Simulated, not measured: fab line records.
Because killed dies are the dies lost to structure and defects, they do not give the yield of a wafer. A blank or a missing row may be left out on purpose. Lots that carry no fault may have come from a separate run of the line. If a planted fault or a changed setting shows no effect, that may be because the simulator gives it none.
Which tool did it? + flow gf180mcu + 36 wafers from 12 lots sampled at 6 of the route's 602 steps

WHAT THE GAUGES READ, wafer by wafer
GF_VT_IMPLANT_OVL_MEAS_18. Usual: VT_IMPLANT_01_OVL gives 0.4 nm (standard deviation 1.7).
| lot  | measured     | on         | VT_IMPLANT_01_OVL (nm) | flag |
|------|--------------|------------|------------------------|------|
| L890 | day 6 07:55  | overlay-02 | 2.6 -0.6 -0.4          |      |
| L891 | day 6 12:47  | overlay-01 | -2.1 -1.9 -0.5         |      |
| L893 | day 7 02:17  | overlay-01 | -0.8 -1.2 -2.4         |      |
| L894 | day 7 08:56  | overlay-01 | 2.7 2.3 0.0            |      |
| L898 | day 8 07:32  | overlay-02 | - - -                  | OFF  |
| L900 | day 8 22:29  | overlay-01 | 0.8 -1.2 1.3           |      |
| L906 | day 10 12:59 | overlay-02 | 1.8 1.2 0.6            |      |
| L907 | day 10 17:11 | overlay-01 | -3.1 -3.4 -2.0         |      |
| L909 | day 11 04:08 | overlay-02 | 1.9 0.4 -0.4           |      |
| L910 | day 11 14:50 | overlay-01 | 0.8 1.0 -0.3           |      |
| L912 | day 12 03:29 | overlay-02 | -0.8 1.5 1.9           |      |
| L913 | day 12 05:26 | overlay-02 | 2.0 0.8 2.1            |      |

GF_VT_IMPLANT_TW_MEAS_21. Usual: VT_IMPLANT_2_TW gives 1204 (standard deviation 8.7).
| lot  | measured     | on            | VT_IMPLANT_2_TW | flag |
|------|--------------|---------------|-----------------|------|
| L890 | day 6 08:13  | film-metro-02 | 1204 1211 1206  |      |
| L891 | day 6 13:04  | film-metro-02 | 1203 1207 1201  |      |
| L893 | day 7 02:34  | film-metro-01 | 1204 1197 1207  |      |
| L894 | day 7 09:13  | film-metro-02 | 1209 1201 1211  |      |
| L898 | day 8 07:49  | film-metro-01 | 30 30 30        | OFF  |
| L900 | day 8 22:46  | film-metro-02 | 1218 1214 1213  |      |
| L906 | day 10 13:16 | film-metro-02 | 1201 1197 1204  |      |
| L907 | day 10 17:28 | film-metro-04 | 1207 1206 1211  |      |
| L909 | day 11 04:25 | film-metro-02 | 1203 1206 1203  |      |
| L910 | day 11 15:07 | film-metro-02 | 1200 1205 1202  |      |
| L912 | day 12 03:46 | film-metro-01 | 1198 1204 1201  |      |
| L913 | day 12 05:43 | film-metro-01 | 1209 1202 1195  |      |

GF_VT_IMPLANT_OVL_MEAS_29. Usual: VT_IMPLANT_02_OVL gives -1.0 nm (standard deviation 1.3).
| lot  | measured     | on         | VT_IMPLANT_02_OVL (nm) | flag |
|------|--------------|------------|------------------------|------|
| L890 | day 6 22:46  | overlay-01 | -1.8 -2.5 -1.1         |      |
| L891 | day 7 03:32  | overlay-02 | -1.9 -2.2 -2.1         |      |
| L893 | day 7 18:29  | overlay-01 | -1.7 -1.7 1.5          |      |
| L894 | day 8 00:47  | overlay-02 | -1.1 -1.7 0.3          |      |
| L898 | day 8 23:50  | overlay-02 | 1.5 -2.6 -1.9          |      |
| L900 | day 9 15:32  | overlay-02 | -2.4 -1.7 -1.4         |      |
| L906 | day 11 07:20 | overlay-01 | -3.5 -0.2 -1.1         |      |
| L907 | day 11 12:08 | overlay-01 | -0.3 -0.1 0.2          |      |
| L909 | day 11 23:35 | overlay-02 | 0.1 0.2 -2.2           |      |
| L910 | day 12 10:11 | overlay-01 | -2.1 -1.0 0.3          |      |
| L912 | day 12 22:59 | overlay-02 | -2.7 -1.0 -0.3         |      |
| L913 | day 13 01:32 | overlay-02 | 0.4 -0.4 -2.5          |      |

GF_VT_IMPLANT_TW_MEAS_32. Usual: VT_IMPLANT_3_TW gives 266.4 (standard deviation 1.4).
| lot  | measured     | on            | VT_IMPLANT_3_TW   | flag |
|------|--------------|---------------|-------------------|------|
| L890 | day 6 23:04  | film-metro-02 | 266.4 267.1 265.3 |      |
| L891 | day 7 03:49  | film-metro-01 | 266.1 266.1 266.1 |      |
| L893 | day 7 18:46  | film-metro-04 | 268.6 266.6 268.4 |      |
| L894 | day 8 01:04  | film-metro-01 | 264.9 266.9 265.9 |      |
| L898 | day 9 00:07  | film-metro-04 | 266.9 267.7 267.1 |      |
| L900 | day 9 15:49  | film-metro-01 | 263.1 262.4 263.2 |      |
| L906 | day 11 07:37 | film-metro-02 | 266.7 267.4 266.2 |      |
| L907 | day 11 12:25 | film-metro-02 | 267.7 266.2 266.5 |      |
| L909 | day 11 23:52 | film-metro-04 | 267.1 268.5 266.1 |      |
| L910 | day 12 10:28 | film-metro-01 | 266.4 266.5 265.0 |      |
| L912 | day 12 23:16 | film-metro-01 | 265.8 266.9 265.5 |      |
| L913 | day 13 01:49 | film-metro-01 | 265.8 266.0 266.5 |      |

WHAT TOOL EACH LOT RAN ON (gives the tool, then ch and the chambers of the sampled wafers, and finally the start)
| lot  | GF_LVPWELL_STRIP_10                 | GF_VT_IMPLANT_EXPOSE_15             |
|------|-------------------------------------|-------------------------------------|
| L890 | plasma-asher-02 ch 0,1, day 3 21:40 | iline-stepper-02 ch 0, day 6 00:04  |
| L891 | plasma-asher-04 ch 0,1, day 4 03:43 | iline-stepper-01 ch 0, day 6 05:24  |
| L893 | plasma-asher-04 ch 0,1, day 4 14:56 | iline-stepper-01 ch 0, day 6 19:05  |
| L894 | plasma-asher-04 ch 1, day 4 20:20   | iline-stepper-02 ch 0, day 7 01:03  |
| L898 | plasma-asher-02 ch 0,1, day 5 17:46 | iline-stepper-02 ch 0, day 7 23:19  |
| L900 | plasma-asher-03 ch 0,1, day 6 05:46 | iline-stepper-02 ch 0, day 8 13:58  |
| L906 | plasma-asher-04 ch 1, day 7 16:49   | iline-stepper-02 ch 0, day 10 03:49 |
| L907 | plasma-asher-04 ch 0,1, day 7 21:01 | iline-stepper-01 ch 0, day 10 08:21 |
| L909 | plasma-asher-03 ch 0,1, day 8 06:52 | iline-stepper-02 ch 0, day 10 19:31 |
| L910 | plasma-asher-03 ch 0,1, day 8 15:22 | iline-stepper-02 ch 0, day 11 05:59 |
| L912 | plasma-asher-03 ch 0,1, day 9 02:22 | iline-stepper-01 ch 0, day 11 17:38 |
| L913 | plasma-asher-02 ch 0,1, day 9 05:49 | iline-stepper-02 ch 0, day 11 20:09 |
- GF_LVPWELL_STRIP_10: strips in O2/N2.
- GF_VT_IMPLANT_EXPOSE_15: exposes mask Nwell LV AREA, target cd 860 nm.

WHAT THE TOOLS THEMSELVES READ (means of the sampled wafers that have a number; where no wafer has one, the mark that the record gives instead)
GF_LVPWELL_STRIP_10. Usual: drypump-motor-current-A 5.7 A, standard deviation 0.37; heater-power-w 306 W, standard deviation 37; oes-product-au 0.723 a.u., standard deviation 0.0045; strip-time-to-endpoint-s 36.98 s, standard deviation 0.1.
| lot  | tool            | drypump-motor-current-A (A) | heater-power-w (W) | oes-product-au (a.u.) | strip-time-to-endpoint-s (s) | flag |
|------|-----------------|-----------------------------|--------------------|-----------------------|------------------------------|------|
| L890 | plasma-asher-02 | 5.6                         | 313                | 0.726                 | 36.95                        |      |
| L891 | plasma-asher-04 | 5.9                         | 292                | 0.723                 | 37.07                        |      |
| L893 | plasma-asher-04 | 5.9                         | 299                | 0.725                 | 37.13                        |      |
| L894 | plasma-asher-04 | 5.7                         | 323                | 0.725                 | 37.07                        |      |
| L898 | plasma-asher-02 | 5.6                         | 314                | 0.726                 | 37.00                        |      |
| L900 | plasma-asher-03 | 5.7                         | 318                | 0.719                 | 37.03                        |      |
| L906 | plasma-asher-04 | 5.7                         | 316                | 0.726                 | 36.83                        |      |
| L907 | plasma-asher-04 | 6.0                         | 269                | 0.727                 | 36.95                        |      |
| L909 | plasma-asher-03 | 5.7                         | 323                | 0.717                 | 36.89                        |      |
| L910 | plasma-asher-03 | 5.7                         | 319                | 0.720                 | 36.97                        |      |
| L912 | plasma-asher-03 | 5.7                         | 317                | 0.724                 | 36.92                        |      |
| L913 | plasma-asher-02 | 5.6                         | 311                | 0.725                 | 36.90                        |      |

GF_VT_IMPLANT_EXPOSE_15. Usual: exposure-dose-mJ-cm2 140.00, standard deviation 0.13.
| lot  | tool             | exposure-dose-mJ-cm2 | flag |
|------|------------------|----------------------|------|
| L890 | iline-stepper-02 | 139.93               |      |
| L891 | iline-stepper-01 | 140.02               |      |
| L893 | iline-stepper-01 | 140.09               |      |
| L894 | iline-stepper-02 | 140.11               |      |
| L898 | iline-stepper-02 | 139.95               |      |
| L900 | iline-stepper-02 | 139.98               |      |
| L906 | iline-stepper-02 | 139.96               |      |
| L907 | iline-stepper-01 | 139.98               |      |
| L909 | iline-stepper-02 | 139.92               |      |
| L910 | iline-stepper-02 | 139.98               |      |
| L912 | iline-stepper-01 | 139.84               |      |
| L913 | iline-stepper-02 | 139.91               |      |

THE ANSWER, worked out from the rows above alone
Rule: a lot is off if the mean of its wafers that have a number lies more than 3 standard deviations from the usual mean. Also off: a lot with no number at a reading for which 4 or more lots have one. All remaining lots with rows at the step are treated as sound. Order of review: gauges by route order, followed by the tools' own readings, for which a lot's mean as printed above is used. The first step at which some lot is off is used, and at that step the reading that is off furthest; a lot without a number counts as furthest.
Off: at GF_VT_IMPLANT_OVL_MEAS_18 (VT_IMPLANT_01_OVL), L898. Without a number there: L898.
If a tool, at a process step before that reading, ran all the lots that are off and no sound lot after the first of them, it fits. Not tried: the gauges at GF_VT_IMPLANT_OVL_MEAS_18; whatever is off there is also off at GF_VT_IMPLANT_TW_MEAS_21, on other tools, and gauge error can't account for it. No candidate that was tried fits.

WHAT THE SIMULATOR HAD PUT IN
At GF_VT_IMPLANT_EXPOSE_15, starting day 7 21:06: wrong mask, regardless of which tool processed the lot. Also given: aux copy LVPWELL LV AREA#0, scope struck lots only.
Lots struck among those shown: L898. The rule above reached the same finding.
